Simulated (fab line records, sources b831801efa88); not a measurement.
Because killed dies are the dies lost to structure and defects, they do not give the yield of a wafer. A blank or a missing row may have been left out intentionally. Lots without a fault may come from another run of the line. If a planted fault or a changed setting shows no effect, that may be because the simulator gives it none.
Which tool is to blame? || flow sky130 || 12 lots, 36 wafers sampled, at 6 steps of a route of 708

== WHAT THE GAUGES READ, wafer by wafer ==
SKY_LDD_P_OVL_MEAS_08. Usual: LDD_P_OVL typically reads 0.2 nm, with standard deviation 1.4.
{"lot": "L203", "measured": "day 19 04:53", "on": "overlay-02", "LDD_P_OVL (nm)": "-1.8 -1.7 -1.7", "flag": ""}
{"lot": "L204", "measured": "day 19 11:10", "on": "overlay-01", "LDD_P_OVL (nm)": "-1.7 -0.9 -1.4", "flag": ""}
{"lot": "L205", "measured": "day 19 18:52", "on": "overlay-01", "LDD_P_OVL (nm)": "0.2 -1.0 -0.3", "flag": ""}
{"lot": "L206", "measured": "day 19 22:37", "on": "overlay-02", "LDD_P_OVL (nm)": "-0.7 0.4 0.2", "flag": ""}
{"lot": "L207", "measured": "day 20 09:41", "on": "overlay-01", "LDD_P_OVL (nm)": "-1.3 -0.4 0.3", "flag": ""}
{"lot": "L212", "measured": "day 22 04:37", "on": "overlay-01", "LDD_P_OVL (nm)": "1.2 1.3 4.0", "flag": ""}
{"lot": "L213", "measured": "day 22 09:48", "on": "overlay-01", "LDD_P_OVL (nm)": "1.3 -0.3 -0.3", "flag": ""}
{"lot": "L215", "measured": "day 23 12:00", "on": "overlay-02", "LDD_P_OVL (nm)": "1.4 0.9 1.2", "flag": ""}
{"lot": "L216", "measured": "day 24 00:10", "on": "overlay-01", "LDD_P_OVL (nm)": "-0.1 0.4 1.9", "flag": ""}
{"lot": "L217", "measured": "day 24 06:01", "on": "overlay-02", "LDD_P_OVL (nm)": "-2.0 -0.2 -0.5", "flag": ""}
{"lot": "L225", "measured": "day 26 20:43", "on": "overlay-01", "LDD_P_OVL (nm)": "1.2 0.7 0.7", "flag": ""}
{"lot": "L226", "measured": "day 27 03:42", "on": "overlay-01", "LDD_P_OVL (nm)": "0.7 2.1 0.7", "flag": ""}

SKY_SPACER_THK_MEAS_01. Usual: SPACER_CVD_00_THK typically reads 43.1 nm, with standard deviation 0.48.
{"lot": "L203", "measured": "day 23 03:58", "on": "film metro-03", "SPACER_CVD_00_THK (nm)": "42.9 43.3 42.9", "flag": ""}
{"lot": "L204", "measured": "day 23 10:57", "on": "film metro-01", "SPACER_CVD_00_THK (nm)": "43.2 43.0 43.4", "flag": ""}
{"lot": "L205", "measured": "day 23 15:27", "on": "film metro-01", "SPACER_CVD_00_THK (nm)": "42.8 43.0 43.1", "flag": ""}
{"lot": "L206", "measured": "day 23 23:00", "on": "film metro-02", "SPACER_CVD_00_THK (nm)": "42.8 42.2 42.6", "flag": ""}
{"lot": "L207", "measured": "day 24 08:17", "on": "film metro-02", "SPACER_CVD_00_THK (nm)": "43.2 42.9 43.0", "flag": ""}
{"lot": "L212", "measured": "day 26 03:53", "on": "film metro-03", "SPACER_CVD_00_THK (nm)": "43.3 43.2 43.0", "flag": ""}
{"lot": "L213", "measured": "day 26 07:14", "on": "film metro-03", "SPACER_CVD_00_THK (nm)": "43.8 43.6 43.9", "flag": ""}
{"lot": "L215", "measured": "day 27 08:02", "on": "film metro-01", "SPACER_CVD_00_THK (nm)": "34.5 34.0 34.2", "flag": "OFF"}
{"lot": "L216", "measured": "day 27 20:26", "on": "film metro-02", "SPACER_CVD_00_THK (nm)": "33.7 33.8 33.4", "flag": "OFF"}
{"lot": "L217", "measured": "day 27 23:39", "on": "film metro-02", "SPACER_CVD_00_THK (nm)": "33.1 32.9 33.2", "flag": "OFF"}
{"lot": "L225", "measured": "day 30 11:57", "on": "film metro-03", "SPACER_CVD_00_THK (nm)": "43.8 43.6 43.7", "flag": ""}
{"lot": "L226", "measured": "day 30 18:20", "on": "film metro-01", "SPACER_CVD_00_THK (nm)": "43.6 43.6 43.1", "flag": ""}

SKY_POLY_CUT_OVL_MEAS_09. Usual: POLY_CUT_OVL typically reads 0 nm, with standard deviation 4.3.
{"lot": "L203", "measured": "day 24 11:13", "on": "overlay-02", "POLY_CUT_OVL (nm)": "4 -4 4", "flag": ""}
{"lot": "L204", "measured": "day 24 17:13", "on": "overlay-01", "POLY_CUT_OVL (nm)": "1 7 2", "flag": ""}
{"lot": "L205", "measured": "day 24 21:58", "on": "overlay-02", "POLY_CUT_OVL (nm)": "6 4 0", "flag": ""}
{"lot": "L206", "measured": "day 25 05:22", "on": "overlay-01", "POLY_CUT_OVL (nm)": "-4 2 1", "flag": ""}
{"lot": "L207", "measured": "day 25 15:01", "on": "overlay-01", "POLY_CUT_OVL (nm)": "3 0 8", "flag": ""}
{"lot": "L212", "measured": "day 27 09:16", "on": "overlay-02", "POLY_CUT_OVL (nm)": "3 0 0", "flag": ""}
{"lot": "L213", "measured": "day 27 12:57", "on": "overlay-01", "POLY_CUT_OVL (nm)": "3 1 6", "flag": ""}
{"lot": "L215", "measured": "day 28 12:42", "on": "overlay-02", "POLY_CUT_OVL (nm)": "2 -1 3", "flag": ""}
{"lot": "L216", "measured": "day 29 00:03", "on": "overlay-01", "POLY_CUT_OVL (nm)": "6 2 6", "flag": ""}
{"lot": "L217", "measured": "day 29 03:30", "on": "overlay-01", "POLY_CUT_OVL (nm)": "1 -4 -1", "flag": ""}
{"lot": "L225", "measured": "day 31 16:16", "on": "overlay-01", "POLY_CUT_OVL (nm)": "1 7 4", "flag": ""}
{"lot": "L226", "measured": "day 31 22:16", "on": "overlay-01", "POLY_CUT_OVL (nm)": "-4 -2 3", "flag": ""}

SKY_SD_P_OVL_MEAS_08. Usual: SD_P_OVL typically reads 0.9 nm, with standard deviation 1.3.
{"lot": "L203", "measured": "day 25 17:37", "on": "overlay-01", "SD_P_OVL (nm)": "-1.4 0.4 -1.2", "flag": ""}
{"lot": "L204", "measured": "day 25 22:58", "on": "overlay-02", "SD_P_OVL (nm)": "1.0 2.2 0.3", "flag": ""}
{"lot": "L205", "measured": "day 26 04:25", "on": "overlay-02", "SD_P_OVL (nm)": "0.3 2.2 1.7", "flag": ""}
{"lot": "L206", "measured": "day 26 10:49", "on": "overlay-02", "SD_P_OVL (nm)": "1.9 2.6 2.1", "flag": ""}
{"lot": "L207", "measured": "day 26 20:28", "on": "overlay-01", "SD_P_OVL (nm)": "2.7 0.2 0.9", "flag": ""}
{"lot": "L212", "measured": "day 28 14:30", "on": "overlay-02", "SD_P_OVL (nm)": "-0.7 -1.1 -1.1", "flag": ""}
{"lot": "L213", "measured": "day 28 17:40", "on": "overlay-02", "SD_P_OVL (nm)": "1.3 2.4 2.7", "flag": ""}
{"lot": "L215", "measured": "day 29 16:32", "on": "overlay-02", "SD_P_OVL (nm)": "-0.7 -0.3 -0.6", "flag": ""}
{"lot": "L216", "measured": "day 30 03:58", "on": "overlay-01", "SD_P_OVL (nm)": "1.7 1.4 0.1", "flag": ""}
{"lot": "L217", "measured": "day 30 07:33", "on": "overlay-02", "SD_P_OVL (nm)": "1.4 2.5 1.6", "flag": ""}
{"lot": "L225", "measured": "day 32 19:58", "on": "overlay-01", "SD_P_OVL (nm)": "1.7 -0.5 -0.8", "flag": ""}
{"lot": "L226", "measured": "day 33 00:43", "on": "overlay-01", "SD_P_OVL (nm)": "-0.2 0.0 -0.3", "flag": ""}

== EACH LOT AND THE TOOL THAT RAN IT (in order: tool; ch and the chambers of the sampled wafers; start) ==
{"lot": "L203", "SKY_SPACER_CVD_00": "lpcvd-02 ch 1, day 23 02:44", "SKY_SPACER_ETCHBACK_02": "rie diel-02 ch 0,3, day 23 04:00"}
{"lot": "L204", "SKY_SPACER_CVD_00": "lpcvd-02 ch 0, day 23 09:44", "SKY_SPACER_ETCHBACK_02": "rie diel-03 ch 1,2,3, day 23 11:00"}
{"lot": "L205", "SKY_SPACER_CVD_00": "lpcvd-02 ch 0, day 23 14:14", "SKY_SPACER_ETCHBACK_02": "rie diel-02 ch 0,1, day 23 15:30"}
{"lot": "L206", "SKY_SPACER_CVD_00": "lpcvd-02 ch 1, day 23 21:47", "SKY_SPACER_ETCHBACK_02": "rie diel-01 ch 0,1, day 23 23:03"}
{"lot": "L207", "SKY_SPACER_CVD_00": "lpcvd-02 ch 0, day 24 07:05", "SKY_SPACER_ETCHBACK_02": "rie diel-03 ch 0,2,3, day 24 08:21"}
{"lot": "L212", "SKY_SPACER_CVD_00": "lpcvd-02 ch 1, day 26 02:41", "SKY_SPACER_ETCHBACK_02": "rie diel-03 ch 0,1, day 26 03:57"}
{"lot": "L213", "SKY_SPACER_CVD_00": "lpcvd-02 ch 1, day 26 06:02", "SKY_SPACER_ETCHBACK_02": "rie diel-01 ch 0,2, day 26 07:18"}
{"lot": "L215", "SKY_SPACER_CVD_00": "lpcvd-02 ch 1, day 27 06:14", "SKY_SPACER_ETCHBACK_02": "rie diel-02 ch 0,1,3, day 27 08:06"}
{"lot": "L216", "SKY_SPACER_CVD_00": "lpcvd-02 ch 1, day 27 19:14", "SKY_SPACER_ETCHBACK_02": "rie diel-03 ch 0,2,3, day 27 20:30"}
{"lot": "L217", "SKY_SPACER_CVD_00": "lpcvd-02 ch 1, day 27 22:26", "SKY_SPACER_ETCHBACK_02": "rie diel-01 ch 0,2, day 27 23:43"}
{"lot": "L225", "SKY_SPACER_CVD_00": "lpcvd-02 ch 1, day 30 10:44", "SKY_SPACER_ETCHBACK_02": "rie diel-01 ch 2,3, day 30 12:00"}
{"lot": "L226", "SKY_SPACER_CVD_00": "lpcvd-02 ch 0, day 30 17:08", "SKY_SPACER_ETCHBACK_02": "rie diel-02 ch 0,1,2, day 30 18:24"}
- SKY_SPACER_CVD_00: deposits Si3N4 from DCS/NH3, target thk 43.1 nm, time 740 s.
- SKY_SPACER_ETCHBACK_02: etches Si3N4 in CH3F/O2, stops on SiO2, time 46.7 s, target depth 45 nm.

== AS READ BY THE TOOLS THEMSELVES (means over the sampled wafers that have a number; for cases with no such wafer, the mark the record gives instead) ==
SKY_SPACER_CVD_00. Usual: pressure mtorr 250.0 mTorr, standard deviation 0.56; spike tc top C 782 C, standard deviation 3; zone power centre pct 14.21 %, standard deviation 0.24; zone power upper pct 13.0 %, standard deviation 0.52.
{"lot": "L203", "tool": "lpcvd-02", "pressure mtorr (mTorr)": 250.8, "spike tc top C (C)": 786, "zone power centre pct (%)": 14.45, "zone power upper pct (%)": 13.5, "flag": ""}
{"lot": "L204", "tool": "lpcvd-02", "pressure mtorr (mTorr)": 250.1, "spike tc top C (C)": 778, "zone power centre pct (%)": 14.04, "zone power upper pct (%)": 12.4, "flag": ""}
{"lot": "L205", "tool": "lpcvd-02", "pressure mtorr (mTorr)": 250.2, "spike tc top C (C)": 778, "zone power centre pct (%)": 14.03, "zone power upper pct (%)": 12.5, "flag": ""}
{"lot": "L206", "tool": "lpcvd-02", "pressure mtorr (mTorr)": 249.6, "spike tc top C (C)": 785, "zone power centre pct (%)": 14.30, "zone power upper pct (%)": 13.5, "flag": ""}
{"lot": "L207", "tool": "lpcvd-02", "pressure mtorr (mTorr)": 249.7, "spike tc top C (C)": 779, "zone power centre pct (%)": 14.16, "zone power upper pct (%)": 12.5, "flag": ""}
{"lot": "L212", "tool": "lpcvd-02", "pressure mtorr (mTorr)": 250.3, "spike tc top C (C)": 784, "zone power centre pct (%)": 14.59, "zone power upper pct (%)": 13.5, "flag": ""}
{"lot": "L213", "tool": "lpcvd-02", "pressure mtorr (mTorr)": 249.9, "spike tc top C (C)": 785, "zone power centre pct (%)": 14.35, "zone power upper pct (%)": 13.5, "flag": ""}
{"lot": "L215", "tool": "lpcvd-02", "pressure mtorr (mTorr)": 250.6, "spike tc top C (C)": 784, "zone power centre pct (%)": 14.35, "zone power upper pct (%)": 13.5, "flag": ""}
{"lot": "L216", "tool": "lpcvd-02", "pressure mtorr (mTorr)": 251.0, "spike tc top C (C)": 785, "zone power centre pct (%)": 14.54, "zone power upper pct (%)": 13.6, "flag": ""}
{"lot": "L217", "tool": "lpcvd-02", "pressure mtorr (mTorr)": 249.8, "spike tc top C (C)": 784, "zone power centre pct (%)": 14.37, "zone power upper pct (%)": 13.7, "flag": ""}
{"lot": "L225", "tool": "lpcvd-02", "pressure mtorr (mTorr)": 250.2, "spike tc top C (C)": 784, "zone power centre pct (%)": 14.43, "zone power upper pct (%)": 13.6, "flag": ""}
{"lot": "L226", "tool": "lpcvd-02", "pressure mtorr (mTorr)": 250.4, "spike tc top C (C)": 779, "zone power centre pct (%)": 14.02, "zone power upper pct (%)": 12.6, "flag": ""}

SKY_SPACER_ETCHBACK_02. Usual: drypump motor current A 5.8 A, standard deviation 0.36; oes product au 0.854 a.u., standard deviation 0.0068; throttle valve pct 10.563 %, standard deviation 0.0092.
{"lot": "L203", "tool": "rie diel-02", "drypump motor current A (A)": 5.6, "oes product au (a.u.)": 0.853, "throttle valve pct (%)": 10.552, "flag": ""}
{"lot": "L204", "tool": "rie diel-03", "drypump motor current A (A)": 6.0, "oes product au (a.u.)": 0.856, "throttle valve pct (%)": 10.562, "flag": ""}
{"lot": "L205", "tool": "rie diel-02", "drypump motor current A (A)": 5.5, "oes product au (a.u.)": 0.851, "throttle valve pct (%)": 10.556, "flag": ""}
{"lot": "L206", "tool": "rie diel-01", "drypump motor current A (A)": 5.6, "oes product au (a.u.)": 0.846, "throttle valve pct (%)": 10.568, "flag": ""}
{"lot": "L207", "tool": "rie diel-03", "drypump motor current A (A)": 6.1, "oes product au (a.u.)": 0.851, "throttle valve pct (%)": 10.565, "flag": ""}
{"lot": "L212", "tool": "rie diel-03", "drypump motor current A (A)": 6.4, "oes product au (a.u.)": 0.858, "throttle valve pct (%)": 10.563, "flag": ""}
{"lot": "L213", "tool": "rie diel-01", "drypump motor current A (A)": 5.9, "oes product au (a.u.)": 0.857, "throttle valve pct (%)": 10.557, "flag": ""}
{"lot": "L215", "tool": "rie diel-02", "drypump motor current A (A)": 5.6, "oes product au (a.u.)": 0.757, "throttle valve pct (%)": 10.551, "flag": "OFF"}
{"lot": "L216", "tool": "rie diel-03", "drypump motor current A (A)": 6.1, "oes product au (a.u.)": 0.747, "throttle valve pct (%)": 10.549, "flag": "OFF"}
{"lot": "L217", "tool": "rie diel-01", "drypump motor current A (A)": 5.8, "oes product au (a.u.)": 0.748, "throttle valve pct (%)": 10.549, "flag": "OFF"}
{"lot": "L225", "tool": "rie diel-01", "drypump motor current A (A)": 6.0, "oes product au (a.u.)": 0.859, "throttle valve pct (%)": 10.566, "flag": ""}
{"lot": "L226", "tool": "rie diel-02", "drypump motor current A (A)": 5.8, "oes product au (a.u.)": 0.864, "throttle valve pct (%)": 10.570, "flag": ""}

== THE ANSWER, worked out from the rows above alone ==
Rule: a lot is off if the mean of its wafers that have a number lies more than 3 standard deviations from the usual mean. A lot without any number at a reading at which 4 lots or more have one is off too. Any other lot the step has rows for is counted as sound. First the gauges in route order, then the tools' own readings, where a lot's mean is used as printed above. The first step at which some lot is off is used, and at that step the reading that is off furthest; a lot without a number counts as furthest.
Off: at SKY_SPACER_THK_MEAS_01 (SPACER_CVD_00_THK), L215, L216, L217.
If a tool, at a process step before that reading, ran all the lots that are off and no sound lot after the first of them, it fits. The gauges at SKY_SPACER_THK_MEAS_01 aren't tried: what is off there is off at SKY_SPACER_ETCHBACK_02 too, on other tools, and a gauge's error can't cause that. Of those tried, none fits.

== WHAT THE SIMULATOR HAD PUT IN ==
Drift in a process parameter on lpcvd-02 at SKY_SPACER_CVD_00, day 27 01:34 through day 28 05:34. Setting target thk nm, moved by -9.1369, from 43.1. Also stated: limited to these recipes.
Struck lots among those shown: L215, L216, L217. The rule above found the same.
